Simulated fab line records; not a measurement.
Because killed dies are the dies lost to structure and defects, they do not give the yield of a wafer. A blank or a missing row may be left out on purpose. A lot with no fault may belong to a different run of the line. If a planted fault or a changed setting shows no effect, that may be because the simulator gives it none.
Matching of chambers	flow sky130	rie-diel-03 running SKY_SONOS_ONO_ETCH_15: 4 sister chambers
The step etches the open film in CHF3/O2, target depth 19.52 nm, time 7.8 s. 16 wafers are shown with their chamber, then 8 later ones without.

== WAFERS, EACH WITH ITS CHAMBER ==
wafer	chamber	oes-product-au (a.u.)	throttle-valve-pct (%)
L833.3	1	1.002	8.834
L833.5	0	1.007	8.827
L833.6	1	1.007	8.826
L834.2	3	1.017	8.839
L834.4	2	0.996	8.825
L834.6	0	0.997	8.824
L838.1	2	0.998	8.831
L838.2	0	1.010	8.835
L838.4	3	1.004	8.827
L840.2	2	0.990	8.821
L840.3	0	0.999	8.822
L840.4	3	1.004	8.827
L848.2	0	0.995	8.822
L848.5	2	0.988	8.831
L848.6	3	0.996	8.828
L850.1	0	0.997	8.836

SIGNATURES (means of the wafers above)
reading	chamber 0	chamber 1	chamber 2	chamber 3	scatter within a chamber
oes-product-au	1.00083	1.00450	0.99300	1.00525	0.00643
throttle-valve-pct	8.82767	8.83000	8.82700	8.83025	0.00583
Rule: for a wafer and a chamber, the distance is found by dividing, reading by reading, the gap between the wafer's reading and the chamber's mean by the reading's scatter, squaring, summing and taking the root. The wafer belongs to the nearest chamber; if the next one is less than 2 further off, it can't be placed. How the scatter is found: for the shown wafers, subtract from each reading the mean of its chamber, square and add these, divide the total by (wafers less chambers), then take the root.

== WAFERS MISSING THEIR CHAMBER ==
wafer	oes-product-au (a.u.)	throttle-valve-pct (%)
L850.2	1.012	8.827
L850.5	1.002	8.811
L851.1	1.017	8.835
L851.5	1.010	8.833
L851.6	0.993	8.820
L852.1	0.998	8.820
L852.4	1.016	8.824
L852.6	0.999	8.815

== CHAMBER TAKEN BY EACH ==
wafer	from the rows above	in truth
L850.2	can't be placed: 3 or 1 or 0 or 2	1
L850.5	can't be placed: 0 or 2 or 1 or 3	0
L851.1	can't be placed: 3 or 1 or 0 or 2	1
L851.5	can't be placed: 3 or 1 or 0 or 2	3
L851.6	can't be placed: 2 or 0 or 1 or 3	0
L852.1	can't be placed: 0 or 2 or 1 or 3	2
L852.4	can't be placed: 3 or 1 or 0 or 2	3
L852.6	can't be placed: 0 or 2 or 1 or 3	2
Correct placement for 0 of the 8. Unplaceable from these rows: 8, with the true chamber sitting among the candidates in 8. Placed wrongly: 0.
